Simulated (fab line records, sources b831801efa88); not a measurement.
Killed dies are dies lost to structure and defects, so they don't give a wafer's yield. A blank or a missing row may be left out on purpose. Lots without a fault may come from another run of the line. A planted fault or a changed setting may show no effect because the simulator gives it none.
Problem report in the 8D (eight disciplines) form, filled by code | flow sky130 | the parts of the form that need people (team, actions taken, sign-off) are left out

1. THE PROBLEM
chamber_pressure_pa at SKY_VIA4_SPUTTER_17 reads a mean of 5.121 Pa on 1 wafer of 1 lot; wafers without a fault read 5.000 Pa with a standard deviation of 0.01. That is +12 standard deviations from the usual mean.
The step: material TiN, target thk 20 nm, time 80 s.
First seen on wafer L286.6, day 47 20:34, on pvd_sputter-01. The record holds 36 wafers of 12 lots with a number at this step. Rule for "out", or "out of limits": more than 4 standard deviations from the usual mean. The other wafers with a number count as sound.

2. WHAT IT IS AND WHAT IT IS NOT
question                    | is                  | is not
which readings at this step | chamber_pressure_pa | throttle_valve_pct
which lots                  | L286                | L267, L268, L269, L270, L271, L272, L274, L276, L277, L278, L279
which wafers of those lots  | L286.6              | L286.3, L286.4
read on which tools         | pvd_sputter-01      | pvd_sputter-02, pvd_sputter-03
when                        | from day 47 20:34   | up to then (35 sound wafers)

3. SUSPECTS, AND WHAT RULES EACH OUT
Counting: a tool at a process step up to the reading stays a suspect if it ran every lot that is out. Sound lots after the first of them don't rule it out here, since some wafers of a struck lot are sound.
- plasma_asher-03 at SKY_VIA4_STRIP_13 (strips in O2/N2): kept. It ran the lot that is out, L286 (day 47 19:59); its last sound lot up to then is L279 (day 46 03:26).
- pvd_sputter-01 at SKY_VIA4_SPUTTER_17 (material TiN, target thk 20 nm, time 80 s): kept. It ran the lot that is out, L286 (day 47 20:34); its last sound lot up to then is L277 (day 45 12:08). Its own readings are out on those wafers: chamber_pressure_pa.
Left after counting: plasma_asher-03 at SKY_VIA4_STRIP_13, pvd_sputter-01 at SKY_VIA4_SPUTTER_17.

4. THE CAUSE (what the simulator had put in)
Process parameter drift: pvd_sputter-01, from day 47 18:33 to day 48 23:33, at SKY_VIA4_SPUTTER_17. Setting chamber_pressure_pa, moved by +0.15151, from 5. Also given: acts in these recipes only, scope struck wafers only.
Counting left 2 suspects, and this tool is among them.

5. THE CHAIN OF EFFECTS, in route order
Each row: a reading whose mean over the struck wafers that have a number lies more than 3 standard deviations from the usual. Only readings for which the record gives a usual standard deviation are gone through. hours: the time from each lot's start at the first step in this table that gives one to its start at this step, as a median over the lots. sigmas: the change in usual standard deviations.
hours | step                | reading             | usual    | on struck wafers | change | sigmas
0     | SKY_VIA4_SPUTTER_17 | chamber_pressure_pa | 5.000 Pa | 5.121            | +0.121 | +12
The process steps in it:
- SKY_VIA4_SPUTTER_17: material TiN, target thk 20 nm, time 80 s.

6. WHAT WOULD HAVE CAUGHT IT SOONER
In this record the first reading out of limits was taken at day 47 20:34, 2 hours after the fault began at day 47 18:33.
